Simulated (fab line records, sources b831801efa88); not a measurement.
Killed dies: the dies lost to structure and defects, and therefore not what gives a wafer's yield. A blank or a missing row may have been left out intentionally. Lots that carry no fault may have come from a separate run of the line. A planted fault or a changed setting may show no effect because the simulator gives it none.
The tool behind it: which one? || flow sky130 || 12 lots with 36 wafers sampled at 5 steps, on a route of 708 steps

## WHAT THE GAUGES SHOWED, per wafer
SKY_VIA4_THK_MEAS_20: measures by xrf. Usual: VIA4_W_THK gives 511 nm (standard deviation 6.3).
{"lot": "L441", "measured": "day 42 18:13", "on": "film metro-01", "VIA4_W_THK (nm)": "501 505 514", "flag": ""}
{"lot": "L443", "measured": "day 43 02:45", "on": "film metro-03", "VIA4_W_THK (nm)": "502 513 502", "flag": ""}
{"lot": "L445", "measured": "day 44 00:10", "on": "film metro-01", "VIA4_W_THK (nm)": "512 508 517", "flag": ""}
{"lot": "L448", "measured": "day 44 22:39", "on": "film metro-04", "VIA4_W_THK (nm)": "513 514 518", "flag": ""}
{"lot": "L451", "measured": "day 45 14:40", "on": "film metro-04", "VIA4_W_THK (nm)": "518 509 515", "flag": ""}
{"lot": "L452", "measured": "day 46 00:31", "on": "film metro-03", "VIA4_W_THK (nm)": "511 515 513", "flag": ""}
{"lot": "L453", "measured": "day 46 06:32", "on": "film metro-01", "VIA4_W_THK (nm)": "502 497 513", "flag": ""}
{"lot": "L456", "measured": "day 46 19:25", "on": "film metro-03", "VIA4_W_THK (nm)": "503 513 510", "flag": ""}
{"lot": "L458", "measured": "day 47 09:49", "on": "film metro-03", "VIA4_W_THK (nm)": "517 512 519", "flag": ""}
{"lot": "L459", "measured": "day 47 13:25", "on": "film metro-04", "VIA4_W_THK (nm)": "507 503 511", "flag": ""}
{"lot": "L463", "measured": "day 48 08:11", "on": "film metro-03", "VIA4_W_THK (nm)": "513 512 500", "flag": ""}
{"lot": "L464", "measured": "day 48 13:31", "on": "film metro-04", "VIA4_W_THK (nm)": "505 510 508", "flag": ""}

SKY_PASSIVATION_THK_MEAS_01. Usual: PASSIVATION_CVD_00_THK gives 90.4 nm (standard deviation 1.2).
{"lot": "L441", "measured": "day 43 18:31", "on": "film metro-01", "PASSIVATION_CVD_00_THK (nm)": "90.4 89.6 91.8", "flag": ""}
{"lot": "L443", "measured": "day 44 03:00", "on": "film metro-01", "PASSIVATION_CVD_00_THK (nm)": "90.0 89.3 88.9", "flag": ""}
{"lot": "L445", "measured": "day 45 00:10", "on": "film metro-01", "PASSIVATION_CVD_00_THK (nm)": "88.5 91.0 91.4", "flag": ""}
{"lot": "L448", "measured": "day 45 20:43", "on": "film metro-03", "PASSIVATION_CVD_00_THK (nm)": "89.2 90.0 91.5", "flag": ""}
{"lot": "L451", "measured": "day 46 11:58", "on": "film metro-01", "PASSIVATION_CVD_00_THK (nm)": "89.7 58.9 93.3", "flag": "OFF"}
{"lot": "L452", "measured": "day 46 21:52", "on": "film metro-01", "PASSIVATION_CVD_00_THK (nm)": "57.9 92.0 58.0", "flag": "OFF"}
{"lot": "L453", "measured": "day 47 03:02", "on": "film metro-01", "PASSIVATION_CVD_00_THK (nm)": "91.2 89.7 89.5", "flag": ""}
{"lot": "L456", "measured": "day 47 16:42", "on": "film metro-02", "PASSIVATION_CVD_00_THK (nm)": "89.7 88.8 90.8", "flag": ""}
{"lot": "L458", "measured": "day 48 06:18", "on": "film metro-03", "PASSIVATION_CVD_00_THK (nm)": "90.7 90.6 92.0", "flag": ""}
{"lot": "L459", "measured": "day 48 10:00", "on": "film metro-02", "PASSIVATION_CVD_00_THK (nm)": "89.7 89.0 91.6", "flag": ""}
{"lot": "L463", "measured": "day 49 03:37", "on": "film metro-02", "PASSIVATION_CVD_00_THK (nm)": "89.3 92.2 91.3", "flag": ""}
{"lot": "L464", "measured": "day 49 08:43", "on": "film metro-02", "PASSIVATION_CVD_00_THK (nm)": "89.3 90.1 89.9", "flag": ""}

## WHICH TOOL RAN EACH LOT (tool, then ch and the chambers of the sampled wafers, then the start)
{"lot": "L441", "SKY_METAL5_SPUTTER_01": "pvd sputter-02, day 42 18:35", "SKY_METAL5_SPUTTER_04": "pvd sputter-02, day 42 18:40", "SKY_PASSIVATION_CVD_00": "pecvd-02 ch 0,2, day 43 18:29"}
{"lot": "L443", "SKY_METAL5_SPUTTER_01": "pvd sputter-03, day 43 03:08", "SKY_METAL5_SPUTTER_04": "pvd sputter-03, day 43 03:14", "SKY_PASSIVATION_CVD_00": "pecvd-02 ch 0,1,2, day 44 02:59"}
{"lot": "L445", "SKY_METAL5_SPUTTER_01": "pvd sputter-02, day 44 00:35", "SKY_METAL5_SPUTTER_04": "pvd sputter-02, day 44 00:41", "SKY_PASSIVATION_CVD_00": "pecvd-02 ch 1,2, day 45 00:08"}
{"lot": "L448", "SKY_METAL5_SPUTTER_01": "pvd sputter-02, day 44 23:02", "SKY_METAL5_SPUTTER_04": "pvd sputter-02, day 44 23:08", "SKY_PASSIVATION_CVD_00": "pecvd-04 ch 1,2, day 45 20:42"}
{"lot": "L451", "SKY_METAL5_SPUTTER_01": "pvd sputter-02, day 45 15:02", "SKY_METAL5_SPUTTER_04": "pvd sputter-02, day 45 15:08", "SKY_PASSIVATION_CVD_00": "pecvd-02 ch 0,1,2, day 46 11:56"}
{"lot": "L452", "SKY_METAL5_SPUTTER_01": "pvd sputter-01, day 46 00:54", "SKY_METAL5_SPUTTER_04": "pvd sputter-01, day 46 00:59", "SKY_PASSIVATION_CVD_00": "pecvd-02 ch 0,1, day 46 21:50"}
{"lot": "L453", "SKY_METAL5_SPUTTER_01": "pvd sputter-01, day 46 06:54", "SKY_METAL5_SPUTTER_04": "pvd sputter-01, day 46 07:00", "SKY_PASSIVATION_CVD_00": "pecvd-01 ch 0,1,2, day 47 02:59"}
{"lot": "L456", "SKY_METAL5_SPUTTER_01": "pvd sputter-01, day 46 19:47", "SKY_METAL5_SPUTTER_04": "pvd sputter-01, day 46 19:53", "SKY_PASSIVATION_CVD_00": "pecvd-01 ch 0,2, day 47 16:41"}
{"lot": "L458", "SKY_METAL5_SPUTTER_01": "pvd sputter-02, day 47 10:12", "SKY_METAL5_SPUTTER_04": "pvd sputter-02, day 47 10:17", "SKY_PASSIVATION_CVD_00": "pecvd-04 ch 0,1,2, day 48 06:17"}
{"lot": "L459", "SKY_METAL5_SPUTTER_01": "pvd sputter-02, day 47 13:47", "SKY_METAL5_SPUTTER_04": "pvd sputter-02, day 47 13:53", "SKY_PASSIVATION_CVD_00": "pecvd-04 ch 1,2, day 48 09:59"}
{"lot": "L463", "SKY_METAL5_SPUTTER_01": "pvd sputter-02, day 48 08:35", "SKY_METAL5_SPUTTER_04": "pvd sputter-02, day 48 08:41", "SKY_PASSIVATION_CVD_00": "pecvd-01 ch 0,1,2, day 49 03:35"}
{"lot": "L464", "SKY_METAL5_SPUTTER_01": "pvd sputter-02, day 48 13:54", "SKY_METAL5_SPUTTER_04": "pvd sputter-02, day 48 14:00", "SKY_PASSIVATION_CVD_00": "pecvd-01 ch 0,2, day 49 08:42"}
- SKY_METAL5_SPUTTER_01: material TiN, target thk 20 nm, time 16.7 s.
- SKY_METAL5_SPUTTER_04: material TiN, target thk 70 nm, time 58.3 s.
- SKY_PASSIVATION_CVD_00: deposits SiO2, target thk 90 nm.

## AS READ BY THE TOOLS THEMSELVES (means over the sampled wafers that have a number; for cases with no such wafer, the mark the record gives instead)
SKY_METAL5_SPUTTER_01. Usual: 30.6 % for throttle valve pct, sd 1.1.
{"lot": "L441", "tool": "pvd sputter-02", "throttle valve pct (%)": 30.6, "flag": ""}
{"lot": "L443", "tool": "pvd sputter-03", "throttle valve pct (%)": 29.8, "flag": ""}
{"lot": "L445", "tool": "pvd sputter-02", "throttle valve pct (%)": 32.0, "flag": ""}
{"lot": "L448", "tool": "pvd sputter-02", "throttle valve pct (%)": 31.0, "flag": ""}
{"lot": "L451", "tool": "pvd sputter-02", "throttle valve pct (%)": 30.8, "flag": ""}
{"lot": "L452", "tool": "pvd sputter-01", "throttle valve pct (%)": 30.6, "flag": ""}
{"lot": "L453", "tool": "pvd sputter-01", "throttle valve pct (%)": 30.2, "flag": ""}
{"lot": "L456", "tool": "pvd sputter-01", "throttle valve pct (%)": 30.3, "flag": ""}
{"lot": "L458", "tool": "pvd sputter-02", "throttle valve pct (%)": 30.7, "flag": ""}
{"lot": "L459", "tool": "pvd sputter-02", "throttle valve pct (%)": 30.8, "flag": ""}
{"lot": "L463", "tool": "pvd sputter-02", "throttle valve pct (%)": 30.0, "flag": ""}
{"lot": "L464", "tool": "pvd sputter-02", "throttle valve pct (%)": 31.8, "flag": ""}

SKY_METAL5_SPUTTER_04. Usual: 30.6 % for throttle valve pct, sd 1.1.
{"lot": "L441", "tool": "pvd sputter-02", "throttle valve pct (%)": 30.6, "flag": ""}
{"lot": "L443", "tool": "pvd sputter-03", "throttle valve pct (%)": 29.7, "flag": ""}
{"lot": "L445", "tool": "pvd sputter-02", "throttle valve pct (%)": 32.2, "flag": ""}
{"lot": "L448", "tool": "pvd sputter-02", "throttle valve pct (%)": 30.8, "flag": ""}
{"lot": "L451", "tool": "pvd sputter-02", "throttle valve pct (%)": 30.8, "flag": ""}
{"lot": "L452", "tool": "pvd sputter-01", "throttle valve pct (%)": 30.7, "flag": ""}
{"lot": "L453", "tool": "pvd sputter-01", "throttle valve pct (%)": 30.3, "flag": ""}
{"lot": "L456", "tool": "pvd sputter-01", "throttle valve pct (%)": 30.2, "flag": ""}
{"lot": "L458", "tool": "pvd sputter-02", "throttle valve pct (%)": 30.8, "flag": ""}
{"lot": "L459", "tool": "pvd sputter-02", "throttle valve pct (%)": 31.0, "flag": ""}
{"lot": "L463", "tool": "pvd sputter-02", "throttle valve pct (%)": 29.9, "flag": ""}
{"lot": "L464", "tool": "pvd sputter-02", "throttle valve pct (%)": 31.9, "flag": ""}

SKY_PASSIVATION_CVD_00. Usual: 681 W for heater power w, sd 68.
{"lot": "L441", "tool": "pecvd-02", "heater power w (W)": 708, "flag": ""}
{"lot": "L443", "tool": "pecvd-02", "heater power w (W)": 668, "flag": ""}
{"lot": "L445", "tool": "pecvd-02", "heater power w (W)": 637, "flag": ""}
{"lot": "L448", "tool": "pecvd-04", "heater power w (W)": 756, "flag": ""}
{"lot": "L451", "tool": "pecvd-02", "heater power w (W)": 740, "flag": ""}
{"lot": "L452", "tool": "pecvd-02", "heater power w (W)": 751, "flag": ""}
{"lot": "L453", "tool": "pecvd-01", "heater power w (W)": 635, "flag": ""}
{"lot": "L456", "tool": "pecvd-01", "heater power w (W)": 676, "flag": ""}
{"lot": "L458", "tool": "pecvd-04", "heater power w (W)": 693, "flag": ""}
{"lot": "L459", "tool": "pecvd-04", "heater power w (W)": 767, "flag": ""}
{"lot": "L463", "tool": "pecvd-01", "heater power w (W)": 621, "flag": ""}
{"lot": "L464", "tool": "pecvd-01", "heater power w (W)": 669, "flag": ""}

## THE ANSWER, worked out from the rows above alone
Rule: take the mean of a lot's wafers that have a number; if it is more than 3 standard deviations from the usual mean, the lot is off. A lot without any number at a reading at which 4 lots or more have one is off too. Where the step has rows for the other lots, those lots are counted as sound. First the gauges in route order, then the tools' own readings, where a lot's mean is used as printed above. The first step at which some lot is off is used, and at that step the reading that is off furthest; a lot without a number counts as furthest.
Off: L451, L452, at SKY_PASSIVATION_THK_MEAS_01 (PASSIVATION_CVD_00_THK).
If a tool, at a process step before that reading, ran all the lots that are off and no sound lot after the first of them, it fits. The gauges at SKY_PASSIVATION_THK_MEAS_01 are tried like those tools. One candidate fits, namely pecvd-02 at SKY_PASSIVATION_CVD_00. Its last sound lot is L445 (day 45 00:08), its first lot that is off L451 (day 46 11:56): a fault that began between those two fits.

## WHAT WAS PUT IN BY THE SIMULATOR
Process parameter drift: pecvd-02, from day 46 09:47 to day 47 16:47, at SKY_PASSIVATION_CVD_00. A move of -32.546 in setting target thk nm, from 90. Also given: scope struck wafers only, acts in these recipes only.
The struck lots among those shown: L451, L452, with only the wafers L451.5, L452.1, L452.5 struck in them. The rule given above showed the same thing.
